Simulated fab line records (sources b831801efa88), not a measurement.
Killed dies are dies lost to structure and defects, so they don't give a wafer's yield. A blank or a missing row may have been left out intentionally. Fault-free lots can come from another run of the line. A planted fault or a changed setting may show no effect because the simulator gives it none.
The same fault as seen by 2 desks -- flow sky130 -- only its own numbers are on each desk; what lay behind them is given at the end

AT THE TOOL OWNER'S DESK: furnace-01
The tool's own readings at SKY_GATE_OXIDE_OXIDATION_01 (stabilise 600 s, purge 300 s, target thk 10.268 nm): means of the sampled wafers that have a number, for each lot that ran on this tool. A lot is out of limits, marked OUT, if its mean lies more than 4 standard deviations from the usual mean; the brackets give that distance.
Columns: A = tube_center_temp_C_max at SKY_GATE_OXIDE_OXIDATION_01, usual 902.3
lot,first seen here,A
L799,day 13 03:38,902.5
L800,day 13 06:26,902.4
L804,day 14 21:53,902.0
L806,day 15 12:10,902.0
L814,day 18 09:19,902.2
L816,day 18 16:39,902.6
L815,day 18 18:03,902.1
L817,day 19 07:56,902.1
L818,day 19 11:09,902.3
L819,day 19 21:23,902.3
L820,day 20 08:59,902.4
This desk found nothing out of limits on any of the 11 lots.

AT THE METROLOGY DESK
What the gauges read, lot by lot, whatever tool the lot ran on: means of the sampled wafers that have a number. A lot is out of limits, marked OUT, if its mean lies more than 4 standard deviations from the usual mean; the brackets give that distance.
Columns: A = VT_ADJUST_HVTR_OVL at SKY_VT_ADJUST_HVTR_OVL_MEAS_08, usual -1.4 nm; B = cd-nm at SKY_SONOS_TUNNEL_CD_MEAS_07, usual 409.3 nm; C = SONOS_TUNNEL_OVL at SKY_SONOS_TUNNEL_OVL_MEAS_08, usual 1.1 nm
lot,first seen here,A,B,C
L798,day 9 06:48,-1.2,413.4,-0.8
L799,day 9 22:21,-0.4,407.1,2.0
L800,day 10 00:14,-1.2,402.7,1.4
L801,day 10 10:12,-0.6,412.2,1.6
L804,day 11 08:32,0.7,405.6,3.7
L805,day 11 14:44,0.1,409.5,-1.1
L806,day 11 22:57,-1.9,407.9,-1.4
L814,day 14 13:11,-1.9,410.0,3.4
L815,day 14 19:11,0.3,411.4,-2.1
L816,day 14 19:29,-3.4,409.0,0.6
L817,day 15 07:30,-0.5,410.8,2.2
L818,day 15 10:38,-3.3,409.9,3.1
L819,day 15 20:11,0.8,410.9,1.0
L820,day 16 09:17,-1.8,408.4,1.9
This desk found nothing out of limits on any of the 14 lots.

ALL TOGETHER
The tool owner's desk saw nothing out of limits.
The metrology desk saw nothing out of limits.

WHAT HAD BEEN PUT IN BY THE SIMULATOR
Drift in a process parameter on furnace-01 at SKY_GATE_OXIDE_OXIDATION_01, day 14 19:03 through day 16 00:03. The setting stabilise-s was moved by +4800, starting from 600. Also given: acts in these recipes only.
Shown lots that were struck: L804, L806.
